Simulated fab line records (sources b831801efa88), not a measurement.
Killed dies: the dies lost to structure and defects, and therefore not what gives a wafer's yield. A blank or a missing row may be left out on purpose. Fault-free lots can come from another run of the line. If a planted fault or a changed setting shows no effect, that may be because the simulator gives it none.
The tool behind it: which one?	flow gf180mcu	14 lots with 42 wafers sampled at 4 steps, on a route of 602 steps

== WHAT THE GAUGES SHOWED, per wafer ==
GF_VT_IMPLANT_RS_MEAS_48: uses a four-point probe to measure.
lot	measured	on	LVPWELL_RS (ohm/sq)
L694	day 7 14:26	film-metro-03	1198 1194 1195
L695	day 7 19:01	film-metro-03	1196 1195 1197
L696	day 8 04:11	film-metro-03	1198 1199 1196
L697	day 8 11:13	film-metro-03	1191 1193 1189
L700	day 9 10:19	film-metro-03	1193 1198 1198
L701	day 9 22:41	film-metro-03	1194 1195 1194
L703	day 10 04:44	film-metro-03	1192 1198 1200
L704	day 10 11:53	film-metro-03	1199 1196 1194
L707	day 11 07:41	film-metro-03	1158 1162 1161
L711	day 12 11:20	film-metro-01	1168 1162 1156
L713	day 13 01:04	film-metro-01	1194 1195 1192
L714	day 13 10:20	film-metro-03	1199 1198 1203
L715	day 13 11:52	film-metro-01	1197 1197 1199
L716	day 13 18:22	film-metro-01	1197 1194 1197

GF_SALICIDE_RS_MEAS_04: uses a four-point probe to measure.
lot	measured	on	SALICIDE_TIN_RS (ohm/sq)
L694	day 15 07:49	film-metro-03	16.3 16.7 16.8
L695	day 15 14:38	film-metro-01	16.5 17.0 17.3
L696	day 15 23:33	film-metro-02	16.9 17.3 17.2
L697	day 16 07:40	film-metro-03	16.6 16.7 16.3
L700	day 17 15:10	film-metro-02	16.6 16.2 16.5
L701	day 18 03:41	film-metro-03	17.1 17.0 17.0
L703	day 18 15:07	film-metro-03	16.8 16.1 16.0
L704	day 18 23:31	film-metro-01	16.3 16.8 16.8
L707	day 20 02:24	film-metro-02	16.7 16.6 16.6
L711	day 21 11:29	film-metro-01	16.5 16.4 16.4
L713	day 22 01:26	film-metro-03	16.5 16.4 16.4
L714	day 22 16:26	film-metro-02	16.3 16.4 16.2
L715	day 22 16:43	film-metro-03	16.7 16.8 16.8
L716	day 23 03:00	film-metro-02	15.9 16.2 16.1

== WHICH TOOL RAN EACH LOT (tool, then ch and the chambers of the sampled wafers, then the start) ==
lot	GF_LVPWELL_IMPLANT_08	GF_SALICIDE_SPUTTER_02
L694	implanter-04 ch 0, day 3 22:17	pvd-sputter-03, day 15 07:46
L695	implanter-04 ch 0, day 4 00:28	pvd-sputter-02, day 15 14:35
L696	implanter-01 ch 0, day 4 07:58	pvd-sputter-03, day 15 23:29
L697	implanter-04 ch 0, day 4 13:34	pvd-sputter-01, day 16 07:37
L700	implanter-04 ch 0, day 5 09:34	pvd-sputter-02, day 17 15:07
L701	implanter-03 ch 0, day 5 19:50	pvd-sputter-03, day 18 03:37
L703	implanter-01 ch 0, day 6 00:15	pvd-sputter-01, day 18 15:04
L704	implanter-04 ch 0, day 6 05:40	pvd-sputter-01, day 18 23:28
L707	implanter-03 ch 0, day 6 23:09	pvd-sputter-03, day 20 02:21
L711	implanter-03 ch 0, day 7 21:32	pvd-sputter-01, day 21 11:26
L713	implanter-01 ch 0, day 8 09:12	pvd-sputter-03, day 22 01:22
L714	implanter-04 ch 0, day 8 18:35	pvd-sputter-01, day 22 16:22
L715	implanter-01 ch 0, day 8 19:31	pvd-sputter-03, day 22 16:40
L716	implanter-04 ch 0, day 9 00:27	pvd-sputter-03, day 23 02:55
- GF_LVPWELL_IMPLANT_08
- GF_SALICIDE_SPUTTER_02: material Co, target thk 10 nm, time 20 s.

== AS READ BY THE TOOLS THEMSELVES (means over the sampled wafers that have a number; for cases with no such wafer, the mark the record gives instead) ==
GF_LVPWELL_IMPLANT_08.
lot	tool	beam-energy-keV
L694	implanter-04	170.00
L695	implanter-04	169.93
L696	implanter-01	170.00
L697	implanter-04	169.97
L700	implanter-04	170.05
L701	implanter-03	170.02
L703	implanter-01	169.96
L704	implanter-04	170.08
L707	implanter-03	198.86
L711	implanter-03	198.89
L713	implanter-01	170.00
L714	implanter-04	169.95
L715	implanter-01	170.01
L716	implanter-04	169.97

GF_SALICIDE_SPUTTER_02.
lot	tool	throttle-valve-pct (%)
L694	pvd-sputter-03	29.1
L695	pvd-sputter-02	29.8
L696	pvd-sputter-03	29.8
L697	pvd-sputter-01	29.8
L700	pvd-sputter-02	29.6
L701	pvd-sputter-03	29.8
L703	pvd-sputter-01	30.3
L704	pvd-sputter-01	29.9
L707	pvd-sputter-03	29.3
L711	pvd-sputter-01	30.3
L713	pvd-sputter-03	30.6
L714	pvd-sputter-01	29.0
L715	pvd-sputter-03	28.7
L716	pvd-sputter-03	29.7

== THE ANSWER, worked out from the rows above alone ==
Rule: what is usual is taken from the lots themselves. The widest of any qualifying gaps counts: lots, ordered by their means at a reading, are off when they make up no more than a third of the lots, leave a main group of 4 or more, and stand apart from it by 3 or more times the standard deviation of that group's means. Not used: any main group whose means are identical at the precision the tables above print for the reading. Also off: a lot with no number at a reading for which 4 or more lots have one. The other lots that the step has rows for count as sound. After the gauges, taken in route order, come the tools' own readings; for these a lot's mean is taken, as printed above. At the first step where some lot is off, the reading lying furthest off is the one used; lots without a number count as furthest.
Off: L707, L711, seen at GF_VT_IMPLANT_RS_MEAS_48 (LVPWELL_RS). Main group: mean 1196 ohm/sq, sd 2.2.
A tool fits if, at a process step before that reading, it ran every lot that is off, and no sound lot after the first of them. Not tried: the gauges at GF_VT_IMPLANT_RS_MEAS_48; whatever is off there is also off at GF_LVPWELL_IMPLANT_08, on other tools, and gauge error can't account for it. One candidate fits, namely implanter-03 at GF_LVPWELL_IMPLANT_08. Its last sound lot is L701 (day 5 19:50), its first lot that is off L707 (day 6 23:09): a fault that began between those two fits.
On the lots that are off, the tool's own readings at GF_LVPWELL_IMPLANT_08 differ by more than 5 times the standard deviation of the sound lots' means, which bears it out; beam-energy-keV reads 198.88 there versus 170.00 on the sound lots.

== WHAT WAS PUT IN BY THE SIMULATOR ==
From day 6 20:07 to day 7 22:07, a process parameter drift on implanter-03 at GF_LVPWELL_IMPLANT_08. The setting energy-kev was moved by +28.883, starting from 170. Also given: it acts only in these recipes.
Struck lots among those shown: L707, L711. The rule above found the same.
